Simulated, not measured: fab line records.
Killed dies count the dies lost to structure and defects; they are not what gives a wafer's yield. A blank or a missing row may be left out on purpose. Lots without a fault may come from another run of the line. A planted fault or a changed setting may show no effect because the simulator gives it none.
Which tool did it? + flow sky130 + 11 lots, 32 wafers sampled, at 4 steps of a route of 708

WHAT THE GAUGES SHOWED, per wafer
SKY_VIA4_RS_MEAS_19: uses a four-point probe to measure.
| lot  | measured     | on           | VIA4_W_RS (ohm/sq) |
|------|--------------|--------------|--------------------|
| L858 | day 42 22:08 | filmMetro-03 | 0.217 0.226 0.217  |
| L859 | day 43 17:47 | filmMetro-02 | 0.226 0.219 0.226  |
| L861 | day 43 18:04 | filmMetro-03 | 0.225 0.228 0.227  |
| L863 | day 44 12:26 | filmMetro-01 | 0.227 0.226 0.231  |
| L865 | day 45 06:09 | filmMetro-02 | 0.219 0.219 0.224  |
| L864 | day 45 08:57 | filmMetro-02 | 0.227 0.231 0.228  |
| L869 | day 46 01:37 | filmMetro-02 | 0.227 0.129        |
| L870 | day 46 12:19 | filmMetro-02 | 0.225 0.229 0.130  |
| L875 | day 47 19:35 | filmMetro-02 | 0.216 0.223 0.225  |
| L876 | day 48 04:40 | filmMetro-03 | 0.216 0.226 0.218  |
| L881 | day 48 17:45 | filmMetro-02 | 0.217 0.225 0.220  |

WHICH TOOL RAN EACH LOT (tool, then ch and the chambers of the sampled wafers, then the start)
| lot  | SKY_METAL1_SPUTTER_04       | SKY_METAL1_DESCUM_17             | SKY_VIA4_CVD_18              |
|------|-----------------------------|----------------------------------|------------------------------|
| L858 | pvdSputter-02, day 31 17:35 | rieMetal-02 ch 0,1, day 32 20:45 | cvdW-01 ch 0,1, day 42 21:58 |
| L859 | pvdSputter-02, day 32 12:43 | rieMetal-03 ch 0,1, day 33 16:05 | cvdW-01 ch 0,1, day 43 17:37 |
| L861 | pvdSputter-02, day 32 16:01 | rieMetal-04 ch 0,1, day 33 18:32 | cvdW-02 ch 0,1, day 43 17:55 |
| L863 | pvdSputter-04, day 33 14:18 | rieMetal-03 ch 0,1, day 34 16:29 | cvdW-02 ch 1, day 44 12:10   |
| L865 | pvdSputter-02, day 34 10:07 | rieMetal-02 ch 0,1, day 35 13:26 | cvdW-01 ch 0,1, day 45 05:59 |
| L864 | pvdSputter-04, day 34 13:59 | rieMetal-04 ch 0,1, day 35 16:53 | cvdW-02 ch 0,1, day 45 08:48 |
| L869 | pvdSputter-04, day 35 08:29 | rieMetal-04 ch 0,1, day 36 10:50 | cvdW-02 ch 0, day 46 01:28   |
| L870 | pvdSputter-02, day 35 20:49 | rieMetal-02 ch 0,1, day 36 23:34 | cvdW-02 ch 0,1, day 46 12:10 |
| L875 | pvdSputter-04, day 37 15:42 | rieMetal-02 ch 0,1, day 38 17:14 | cvdW-01 ch 0,1, day 47 19:26 |
| L876 | pvdSputter-04, day 38 03:07 | rieMetal-04 ch 0,1, day 39 04:39 | cvdW-01 ch 0,1, day 48 04:31 |
| L881 | pvdSputter-04, day 38 21:00 | rieMetal-03 ch 0,1, day 39 22:23 | cvdW-01 ch 0,1, day 48 17:36 |
- SKY_METAL1_SPUTTER_04: material TiN, target thk 70 nm, time 58.3 s.
- SKY_METAL1_DESCUM_17: chemistry O2, time 8 s.
- SKY_VIA4_CVD_18: deposits W, target thk 505 nm, time 152.14 s.

THE ANSWER, worked out from the rows above alone
Rule: the lots themselves supply what counts as usual. Put in order of their means at a reading, lots are off if they are a third of the lots or fewer, leave a main group of 4 or more, and stand apart from it by a gap of 3 or more times the standard deviation of the main group's means; of several such gaps the widest counts. A main group is skipped when, at the precision printed for the reading in the tables above, its means are all equal. A lot without any number at a reading at which 4 lots or more have one is off too. All remaining lots with rows at the step are treated as sound.
Off: at SKY_VIA4_RS_MEAS_19 (VIA4_W_RS), L869, L870. Main group: mean 0.223 ohm/sq, sd 0.0034.
If a tool, at a process step before that reading, ran all the lots that are off and no sound lot after the first of them, it fits. Those tools and the gauges at SKY_VIA4_RS_MEAS_19 are tried in the same way. One fits: SKY_VIA4_CVD_18 on cvdW-02. A fault onset in the window from L864 (day 45 08:48, its last sound lot) to L869 (day 46 01:28, its first lot off) fits.

WHAT THE SIMULATOR HAD PUT IN
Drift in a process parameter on cvdW-02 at SKY_VIA4_CVD_18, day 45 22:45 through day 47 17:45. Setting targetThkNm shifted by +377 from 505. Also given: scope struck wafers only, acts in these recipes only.
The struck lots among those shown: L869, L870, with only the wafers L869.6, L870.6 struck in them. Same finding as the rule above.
